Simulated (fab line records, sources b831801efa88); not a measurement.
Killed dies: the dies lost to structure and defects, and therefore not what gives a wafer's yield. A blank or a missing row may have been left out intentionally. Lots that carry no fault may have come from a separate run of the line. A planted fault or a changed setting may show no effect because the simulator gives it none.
fab line records -- flow sky130
record lots=6, wafers=18, lastDay=49
route steps=708 shown VIA2@523 METAL3@532 PAD_OPEN@708
lots that met no fault: taken from a fault-free run of the same line
startH: hours from the record's opening day to when the first of the lot's shown wafers began -- waitH: hours elapsed since this lot's preceding step -- " the same as in the row above -- L1.1+2: one row covering several wafers at once -- - no value present, or no start provided -- * or withheld: withheld -- < > ~ a bound
route shown NAME@n: a module of which the file shows steps, and the number in the route of the first -- usual: mean and standard deviation over wafers with no fault -- same: alike in all rows -- chamber/n: place in a boat -- sites: the reading at each site -- _std_site: their standard deviation -- _edge_site: the outer-site mean with the inner-site mean subtracted -- radiusMm: for every site, how far away it sits from the centre of the wafer -- mask NAME#n: copy n -- behind: the last tool/chamber to shape the wafer -- hold: why the lot was held/for how many hours/how that ended -- device: whichever transistor did not switch (one of n, p or np) -- end of line: the tests these same wafers got at the end of their route -- a step without rows: its recipe alone -- killed: at the first sort, the dies lost to defects and structure; wafer yield is something else -- map: dies across one wafer; x = killed, . = not, _ = none there
set.NAME: setting as actually run; set.NAME@STEP: the setting as run at that earlier step -- model.NAME: the simulator's own value behind a step, which no gauge read
lots seen at some steps along the route; tables by step, rows by wafer
services: a tool's chamber out of use, with start hour (startH, from the record's first day; less than 0 if before it), hours out, and reason
## steps
# step SKY_VIA2_STRIP_16
# recipe chemistry=O2/N2, powerW=1400, pressureMtorr=1500, platenTempC=withheld, o2FlowSccm=3000, n2FlowSccm=300, overashFraction=0.5
# usual drypumpMotorCurrentA=6.0/0.38, n2FlowSccm=300.0/0.91, oesProductAu=0.399/0.0045, stripTimeToEndpointS=4.064/0.026
lot.wafer,tool,chamber,startH,waitH,drypumpMotorCurrentA,n2FlowSccm,oesProductAu,rfHoursCounterH,stripTimeToEndpointS
L780.2,plasmaAsher-04,0,846.17,0.0,5.3,300.7,0.396,99,4.025
L780.3,plasmaAsher-04,0,846.17,0.0,5.3,299.9,0.399,-,4.053
L780.4,plasmaAsher-04,1,846.17,0.0,5.9,301.2,0.399,-,4.068
L782.1,plasmaAsher-04,1,860.37,0.0,5.8,300.7,0.398,100,4.040
L782.2,plasmaAsher-04,0,860.37,0.0,5.3,300.3,0.400,100,3.995
L782.5,plasmaAsher-04,1,860.37,0.0,5.9,300.8,0.389,-,4.058
L792.1,plasmaAsher-03,0,950.27,0.0,6.4,299.5,0.407,51,4.107
L792.3,plasmaAsher-03,1,950.27,0.0,6.0,300.1,0.406,-,4.068
L792.4,plasmaAsher-03,0,950.27,0.0,6.4,300.1,0.399,-,4.091
L791.2,plasmaAsher-04,0,952.14,0.0,5.3,299.2,0.395,110,4.049
L791.4,plasmaAsher-04,0,952.14,0.0,5.3,300.4,0.398,-,4.070
L791.6,plasmaAsher-04,1,952.14,0.0,5.9,299.9,0.404,-,4.059
L793.1,plasmaAsher-04,0,954.54,0.0,5.3,300.4,0.400,110,4.059
L793.4,plasmaAsher-04,1,954.54,0.0,5.9,299.7,0.399,-,4.071
L793.5,plasmaAsher-04,1,954.54,0.0,5.9,300.6,0.398,-,4.100
L796.1,plasmaAsher-03,1,971.08,0.0,6.0,299.9,0.401,53,4.063
L796.3,plasmaAsher-03,1,971.08,0.0,6.0,298.9,0.397,-,4.082
L796.6,plasmaAsher-03,0,971.08,0.0,6.4,301.1,0.401,-,4.073
# step SKY_VIA2_STRIP_17
# recipe chemistry=postEtchResidueRemover, timeS=1200, tempC=72.5
# step SKY_VIA2_CLEAN_18
# recipe chemistry=IPA, timeS=180, tempC=25
# step SKY_VIA2_CLEAN_19
# recipe chemistry=O3/DIW, dry=n2Spin
# step SKY_VIA2_SPUTTER_20
# recipe material=TiN, targetThkNm=20, chamberPressurePa=5, powerW=4000, timeS=80
# step SKY_VIA2_CVD_21
# recipe material=W, targetThkNm=420, timeS=126.4, tempC=400, pressureTorr=40
# usual heaterPowerW=895/40
lot.wafer,tool,chamber,startH,waitH,heaterPowerW
L780.2,cvdW-02,0,846.86,0.0,937
L780.3,cvdW-02,1,846.86,0.0,944
L780.4,cvdW-02,0,846.86,0.0,948
L782.1,cvdW-02,0,861.04,0.0,931
L782.2,cvdW-02,1,861.04,0.0,942
L782.5,cvdW-02,0,861.04,0.0,936
L792.1,cvdW-02,0,951.28,0.0,871
L792.3,cvdW-02,1,951.28,0.0,890
L792.4,cvdW-02,0,951.28,0.0,859
L791.2,cvdW-02,1,952.89,0.0,895
L791.4,cvdW-02,1,952.89,0.0,913
L791.6,cvdW-02,0,952.89,0.0,864
L793.1,cvdW-01,0,955.23,0.0,840
L793.4,cvdW-01,1,955.23,0.0,936
L793.5,cvdW-01,0,955.23,0.0,823
L796.1,cvdW-02,1,971.77,0.0,909
L796.3,cvdW-02,1,971.77,0.0,912
L796.6,cvdW-02,1,971.77,0.0,885
# step SKY_VIA2_RS_MEAS_22
# recipe thkMeasGauge=four-point-probe, reads=W_of_VIA2_CVD_21+TiN_of_VIA2_SPUTTER_20
# usual VIA2_W_RS=0.2749/0.0027
lot.wafer,tool,chamber,startH,waitH,VIA2_W_RS[ohm/sq]
L780.2,filmMetro-03,-,847.01,0.1,0.2720
L780.3,filmMetro-03,-,847.01,0.1,0.2771
L780.4,filmMetro-03,-,847.01,0.1,0.2720
L782.1,filmMetro-01,-,861.17,0.1,0.2781
L782.2,filmMetro-01,-,861.17,0.1,0.2824
L782.5,filmMetro-01,-,861.17,0.1,0.2757
L792.1,filmMetro-01,-,951.41,0.1,0.2718
L792.3,filmMetro-01,-,951.41,0.1,0.2768
L792.4,filmMetro-01,-,951.41,0.1,0.2725
L791.2,filmMetro-04,-,953.04,0.1,0.2760
L791.4,filmMetro-04,-,953.04,0.1,0.2744
L791.6,filmMetro-04,-,953.04,0.1,0.2742
L793.1,filmMetro-01,-,955.36,0.1,0.2708
L793.4,filmMetro-01,-,955.36,0.1,0.2693
L793.5,filmMetro-01,-,955.36,0.1,0.2704
L796.1,filmMetro-03,-,971.90,0.1,0.2788
L796.3,filmMetro-03,-,971.90,0.1,0.2762
L796.6,filmMetro-03,-,971.90,0.1,0.2754
# step SKY_VIA2_THK_MEAS_23
# recipe thkMeasGauge=xrf, reads=W_of_VIA2_CVD_21
# usual VIA2_W_THK=421/4.9
lot.wafer,tool,chamber,startH,waitH,VIA2_W_THK[nm]
L780.2,filmMetro-03,-,847.12,0.1,422
L780.3,filmMetro-03,-,847.12,0.1,414
L780.4,filmMetro-03,-,847.12,0.1,422
L782.1,filmMetro-01,-,861.29,0.1,422
L782.2,filmMetro-01,-,861.29,0.1,417
L782.5,filmMetro-01,-,861.29,0.1,426
L792.1,filmMetro-01,-,951.53,0.1,428
L792.3,filmMetro-01,-,951.53,0.1,419
L792.4,filmMetro-01,-,951.53,0.1,429
L791.2,filmMetro-04,-,953.15,0.1,421
L791.4,filmMetro-04,-,953.15,0.1,422
L791.6,filmMetro-04,-,953.15,0.1,425
L793.1,filmMetro-01,-,955.48,0.1,431
L793.4,filmMetro-01,-,955.48,0.1,435
L793.5,filmMetro-01,-,955.48,0.1,428
L796.1,filmMetro-03,-,972.02,0.1,416
L796.3,filmMetro-03,-,972.02,0.1,414
L796.6,filmMetro-03,-,972.02,0.1,419
# step SKY_VIA2_CMP_24
# recipe stopOn=SiO2, tOverpolishS=20, downForcePsi=3.5, platenRpm=60, targetThkNm=0, padVelocityMS=0.94248
# usual motorCurrentA=11.7/0.89, overpolishRunS=19.999/0.0095, timeToEndpointS=98/3.4
lot.wafer,tool,chamber,startH,waitH,motorCurrentA,overpolishRunS,timeToEndpointS
L780.2,cmp-02,3,847.17,0.0,12.2,19.996,102
L780.3,cmp-02,1,847.17,0.0,10.5,20.013,95
L780.4,cmp-02,2,847.17,0.0,11.3,20.008,99
L782.1,cmp-01,0,861.35,0.1,12.2,19.996,102
L782.2,cmp-01,1,861.35,0.1,13.3,20.017,99
L782.5,cmp-01,1,861.35,0.1,12.5,20.003,99
L792.4,cmp-01,0,951.64,0.1,11.6,20.005,104
L792.1,cmp-01,1,951.64,0.1,13.5,20.004,103
L792.3,cmp-01,2,951.64,0.1,11.5,19.987,100
L791.2,cmp-02,0,953.20,0.0,10.8,20.001,93
L791.4,cmp-02,2,953.20,0.0,11.6,19.996,93
L791.6,cmp-02,0,953.20,0.0,11.1,20.015,93
L793.4,cmp-01,1,955.59,0.1,12.8,19.998,95
L793.1,cmp-01,2,955.59,0.1,10.9,19.993,97
L793.5,cmp-01,1,955.59,0.1,13.2,20.013,99
L796.1,cmp-01,1,972.13,0.1,12.9,19.998,94
L796.3,cmp-01,2,972.13,0.1,10.9,20.018,90
L796.6,cmp-01,0,972.13,0.1,12.0,20.002,98
# step SKY_METAL3_SPUTTER_00
# recipe material=Ti, targetThkNm=15, powerW=3000, timeS=10, chamberPressurePa=0.4
# step SKY_METAL3_SPUTTER_01
# recipe material=TiN, targetThkNm=20, powerW=6500, timeS=16.7, chamberPressurePa=0.4
# usual cathodeDcPowerW=6500.0/1.2, throttleValvePct=30.4/1.4
lot.wafer,tool,chamber,startH,waitH,cathodeDcPowerW,throttleValvePct
L780.2,pvdSputter-04,-,847.49,0.0,6500.5,31.6
L780.3,pvdSputter-04,-,847.49,0.0,6500.3,32.0
L780.4,pvdSputter-04,-,847.49,0.0,6500.3,31.5
L782.1,pvdSputter-02,-,861.67,0.0,6500.8,30.6
L782.2,pvdSputter-02,-,861.67,0.0,6497.6,29.9
L782.5,pvdSputter-02,-,861.67,0.0,6499.9,30.0
L792.1,pvdSputter-02,-,951.91,0.0,6500.3,30.8
L792.3,pvdSputter-02,-,951.91,0.0,6501.1,28.6
L792.4,pvdSputter-02,-,951.91,0.0,6498.5,29.9
L791.2,pvdSputter-04,-,953.52,0.0,6498.5,29.5
L791.4,pvdSputter-04,-,953.52,0.0,6501.0,30.7
L791.6,pvdSputter-04,-,953.52,0.0,6498.9,31.9
L793.1,pvdSputter-03,-,955.87,0.0,6501.8,29.7
L793.4,pvdSputter-03,-,955.87,0.0,6499.8,27.8
L793.5,pvdSputter-03,-,955.87,0.0,6500.5,30.6
L796.1,pvdSputter-04,-,972.40,0.0,6503.1,32.0
L796.3,pvdSputter-04,-,972.40,0.0,6499.0,31.5
L796.6,pvdSputter-04,-,972.40,0.0,6497.6,31.7
# step SKY_METAL3_SPUTTER_02
# recipe material=AlCu, targetThkNm=735, powerW=10600, timeS=39.1, chamberPressurePa=0.4
# step SKY_METAL3_SPUTTER_03
# recipe material=Ti, targetThkNm=5, powerW=3000, timeS=3.3, chamberPressurePa=0.4
# usual cathodeDcPowerW=3000.1/0.61, throttleValvePct=30.4/1.4
lot.wafer,tool,chamber,startH,waitH,cathodeDcPowerW,throttleValvePct,model.Ti_of_METAL3_SPUTTER_03.thkNm
L780.2,pvdSputter-04,-,847.56,0.0,2999.6,31.5,5.193
L780.3,pvdSputter-04,-,847.56,0.0,3000.0,32.3,5.358
L780.4,pvdSputter-04,-,847.56,0.0,2999.7,31.4,5.2
L782.1,pvdSputter-02,-,861.73,0.0,2999.0,30.5,5.078
L782.2,pvdSputter-02,-,861.73,0.0,2999.2,29.8,4.987
L782.5,pvdSputter-02,-,861.73,0.0,2999.6,30.2,5.114
L792.1,pvdSputter-02,-,951.98,0.0,3001.3,30.3,4.902
L792.3,pvdSputter-02,-,951.98,0.0,2999.8,28.9,4.789
L792.4,pvdSputter-02,-,951.98,0.0,3000.0,29.7,4.808
L791.2,pvdSputter-04,-,953.59,0.0,3001.1,29.2,5.07
L791.4,pvdSputter-04,-,953.59,0.0,3000.8,30.9,5.25
L791.6,pvdSputter-04,-,953.59,0.0,2705.1,31.9,4.722
L793.1,pvdSputter-03,-,955.93,0.0,3000.5,29.8,4.953
L793.4,pvdSputter-03,-,955.93,0.0,3000.2,27.3,4.78
L793.5,pvdSputter-03,-,955.93,0.0,3000.0,30.1,5.057
L796.1,pvdSputter-04,-,972.47,0.0,2704.7,32.1,4.586
L796.3,pvdSputter-04,-,972.47,0.0,2999.8,31.5,4.921
L796.6,pvdSputter-04,-,972.47,0.0,2704.8,32.0,4.522
# step SKY_METAL3_SPUTTER_04
# recipe material=TiN, targetThkNm=70, powerW=6500, timeS=58.3, chamberPressurePa=0.4
# usual cathodeDcPowerW=6500.0/1.1, throttleValvePct=30.4/1.4
lot.wafer,tool,chamber,startH,waitH,cathodeDcPowerW,throttleValvePct
L780.2,pvdSputter-04,-,847.58,0.0,6501.6,31.4
L780.3,pvdSputter-04,-,847.58,0.0,6500.4,32.0
L780.4,pvdSputter-04,-,847.58,0.0,6501.1,31.3
L782.1,pvdSputter-02,-,861.75,0.0,6498.9,30.7
L782.2,pvdSputter-02,-,861.75,0.0,6500.8,29.7
L782.5,pvdSputter-02,-,861.75,0.0,6499.3,30.2
L792.1,pvdSputter-02,-,952.00,0.0,6500.0,30.4
L792.3,pvdSputter-02,-,952.00,0.0,6500.6,28.5
L792.4,pvdSputter-02,-,952.00,0.0,6498.7,30.2
L791.2,pvdSputter-04,-,953.61,0.0,6499.1,29.4
L791.4,pvdSputter-04,-,953.61,0.0,6498.7,30.8
L791.6,pvdSputter-04,-,953.61,0.0,6500.3,32.0
L793.1,pvdSputter-03,-,955.95,0.0,6499.7,29.7
L793.4,pvdSputter-03,-,955.95,0.0,6499.5,27.4
L793.5,pvdSputter-03,-,955.95,0.0,6498.5,30.3
L796.1,pvdSputter-04,-,972.48,0.0,6499.7,32.0
L796.3,pvdSputter-04,-,972.48,0.0,6502.3,31.6
L796.6,pvdSputter-04,-,972.48,0.0,6502.1,32.1
# step SKY_PAD_OPEN_PROBE_99
# usual defectLimitedYield=82.3/2, killed_at_M0_to_M3=44/7.1, killed_at_M4_up=3.3/1.8, killedAtContacts=24/5.1, killedAtFrontEnd=16/4.7, killedAtOther=0.3/0.52, killedDies=87/9.7, killedOpen=47/6.8, killedShort=39/6.7, sort_bin_3_pad_short=0.9/0.43, sort_bin_5_function=10.4/1.4, sort_bin_6_memory=6.4/1.2, sortNPass=405/9.7, sortYieldPct=82.3/2
# same grossDies=492, killedAtBackSide=0, sort_bin_4_leakage[%]=0, sort_bin_8_speed[%]=0
lot.wafer,tool,chamber,startH,waitH,defectLimitedYield[%],killed_at_M0_to_M3,killed_at_M4_up,killedAtContacts,killedAtFrontEnd,killedAtOther,killedDies,killedOpen,killedShort,sort_bin_3_pad_short[%],sort_bin_5_function[%],sort_bin_6_memory[%],sortNPass,sortYieldPct[%]
L780.2,prober-01,-,1071.28,0.1,82.1,41,5,27,15,0,88,61,26,0.8,10.2,6.9,404,82.1
L780.3,prober-01,-,1071.33,0.2,79.3,53,5,29,15,0,102,60,42,0.6,11.8,8.3,390,79.3
L780.4,prober-01,-,1071.38,0.2,79.5,53,4,33,11,0,101,56,44,0.4,11.6,8.5,391,79.5
L792.1,prober-01,-,1153.17,0.1,80.1,62,3,17,16,0,98,50,47,1.8,9.8,8.3,394,80.1
L792.3,prober-01,-,1153.27,0.2,82.9,50,2,21,11,0,84,49,35,1.0,10.2,5.9,408,82.9
L792.4,prober-01,-,1153.32,0.2,84.1,41,5,21,11,0,78,48,30,0.8,10.0,5.1,414,84.1
L791.2,prober-02,-,1155.50,0.1,83.5,43,1,22,15,0,81,47,32,1.0,10.2,5.3,411,83.5
L791.4,prober-02,-,1155.60,0.2,82.1,47,3,22,16,0,88,46,41,1.2,11.4,5.3,404,82.1
L791.6,prober-02,-,1155.70,0.2,84.1,33,6,20,19,0,78,43,35,0.8,11.2,3.9,414,84.1
L796.1,prober-01,-,1171.47,0.1,81.7,46,5,25,14,0,90,55,35,1.2,9.6,7.5,402,81.7
L796.3,prober-01,-,1171.57,0.2,81.3,45,3,31,12,1,92,51,41,1.2,10.2,7.3,400,81.3
L796.6,prober-01,-,1171.72,0.2,82.9,52,8,14,10,0,84,42,42,1.0,11.2,4.9,408,82.9
# killed by level:class
L780.2 CONTACT:geometricParticle:open=15 VIA2:geometricParticle:open=9 VIA1:geometricParticle:open=8 VIA3:geometricParticle:open=7 FIELD_ISO:geometricParticle:open=5 SPACER:geometricParticle:open=4 METAL2:geometricParticle:short=4 METAL1:geometricParticle:short=4
L780.3 VIA1:geometricParticle:open=16 LI_CONTACT:geometricParticle:open=12 CONTACT:geometricParticle:open=9 METAL2:geometricParticle:short=8 VIA2:geometricParticle:open=7 VIA1:geometricParticle:short=6 METAL1:geometricParticle:short=5 VIA3:geometricParticle:open=5
L780.4 LI_CONTACT:geometricParticle:open=14 CONTACT:geometricParticle:open=11 METAL2:geometricParticle:short=9 VIA1:geometricParticle:open=7 VIA2:geometricParticle:open=7 VIA2:geometricParticle:short=6 FIELD_ISO:geometricParticle:short=4 FIELD_ISO:geometricParticle:open=4
L792.1 VIA1:geometricParticle:open=15 METAL1:geometricParticle:short=9 VIA2:geometricParticle:open=7 VIA1:geometricParticle:short=6 VIA3:geometricParticle:open=6 LI_CONTACT:geometricParticle:open=5 VIA3:geometricParticle:short=5 FIELD_ISO:geometricParticle:short=4
L792.3 VIA1:geometricParticle:open=16 VIA2:geometricParticle:open=9 LI_CONTACT:geometricParticle:open=6 VIA1:geometricParticle:short=6 LOCAL_INTERCONNECT:geometricParticle:short=5 CONTACT:geometricParticle:open=5 METAL2:geometricParticle:short=5 CONTACT:geometricParticle:short=4
L792.4 VIA1:geometricParticle:open=14 CONTACT:geometricParticle:open=7 VIA3:geometricParticle:open=6 CONTACT:geometricParticle:short=6 VIA3:geometricParticle:short=6 VIA1:geometricParticle:short=5 LI_CONTACT:geometricParticle:open=3 VIA2:geometricParticle:open=3
L791.2 VIA2:geometricParticle:open=9 CONTACT:geometricParticle:open=8 VIA1:geometricParticle:open=6 METAL2:geometricParticle:short=6 VIA3:geometricParticle:open=6 FIELD_ISO:geometricParticle:short=5 FIELD_ISO:geometricParticle:open=5 METAL1:geometricParticle:short=4
L791.4 VIA1:geometricParticle:open=10 METAL1:geometricParticle:short=9 CONTACT:geometricParticle:open=9 VIA2:geometricParticle:open=7 METAL2:geometricParticle:short=6 FIELD_ISO:geometricParticle:open=5 POLY_GATE:geometricParticle:short=5 VIA3:geometricParticle:open=5
L791.6 CONTACT:geometricParticle:open=9 FIELD_ISO:geometricParticle:short=7 LOCAL_INTERCONNECT:geometricParticle:short=6 FIELD_ISO:geometricParticle:open=5 VIA1:geometricParticle:open=5 METAL1:geometricParticle:short=4 VIA3:geometricParticle:short=4 POLY_GATE:geometricParticle:open=3
L796.1 LI_CONTACT:geometricParticle:open=11 VIA1:geometricParticle:open=10 VIA2:geometricParticle:open=9 CONTACT:geometricParticle:open=7 POLY_GATE:geometricParticle:open=5 LOCAL_INTERCONNECT:geometricParticle:short=5 METAL2:geometricParticle:short=5 VIA1:geometricParticle:short=5
L796.3 LI_CONTACT:geometricParticle:open=14 VIA1:geometricParticle:open=14 CONTACT:geometricParticle:open=8 CONTACT:geometricParticle:short=7 METAL1:geometricParticle:short=7 VIA3:geometricParticle:open=6 METAL2:geometricParticle:short=5 VIA3:geometricParticle:short=4
L796.6 VIA1:geometricParticle:open=9 METAL1:geometricParticle:short=7 VIA2:geometricParticle:open=7 LI_CONTACT:geometricParticle:open=6 VIA1:geometricParticle:short=6 VIA3:geometricParticle:open=5 FIELD_ISO:geometricParticle:short=4 METAL1:geometricParticle:open=4
## services
tool,chamber,startH,hours,kind
cmp-02,-,826.05,4.9,pm
cmp-01,-,826.78,2.1,repair
pvdSputter-04,3,832.59,-,consumableReplace:kit
pvdSputter-04,3,832.59,18.0,scheduledDown
pvdSputter-04,3,832.59,18.0,ventCycle
cmp-01,-,849.26,2.6,repair
pvdSputter-04,-,854.81,2.0,repair
cmp-02,-,856.58,4.0,pm
cmp-02,-,864.50,1.4,repair
cvdW-01,-,876.97,6.9,pm
cmp-01,-,879.82,3.8,pm
cmp-01,-,891.95,4.6,pm
pvdSputter-02,-,903.64,2.6,repair
cvdW-02,-,904.00,14.0,pm
cvdW-02,0,904.00,14.0,ventCycle
cvdW-02,1,904.00,14.0,ventCycle
cmp-02,-,912.00,4.0,pm
cmp-01,-,916.00,20.6,pm
cvdW-02,0,918.00,-,clean
plasmaAsher-03,-,918.81,0.8,repair
plasmaAsher-03,-,919.86,1.5,repair
cmp-01,-,935.35,0.3,repair
plasmaAsher-04,-,965.02,0.9,repair
pvdSputter-04,-,966.36,3.0,repair
## key
firstSign step=SKY_METAL3_SPUTTER_03, reading=cathodeDcPowerW, direction=down, sigmas=99+, usual=3000.1, struck=2704.8
effect none on later readings
modelEffect step=SKY_METAL3_SPUTTER_03, value=Ti_of_METAL3_SPUTTER_03.thkNm, without=5.102, struck=4.61
metAt SKY_METAL3_SPUTTER_03
struckWafers L791.6,L796.1,L796.6
onsetBetween 847.56 953.59
fault kind=processParameterDrift, tool=pvdSputter-04, chamber=-, onsetH=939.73, steps=SKY_METAL3_SPUTTER_03, channel=powerW, offset=*, shape=step, endH=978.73, actsIn=*, stated=*, scope=struckWafersOnly
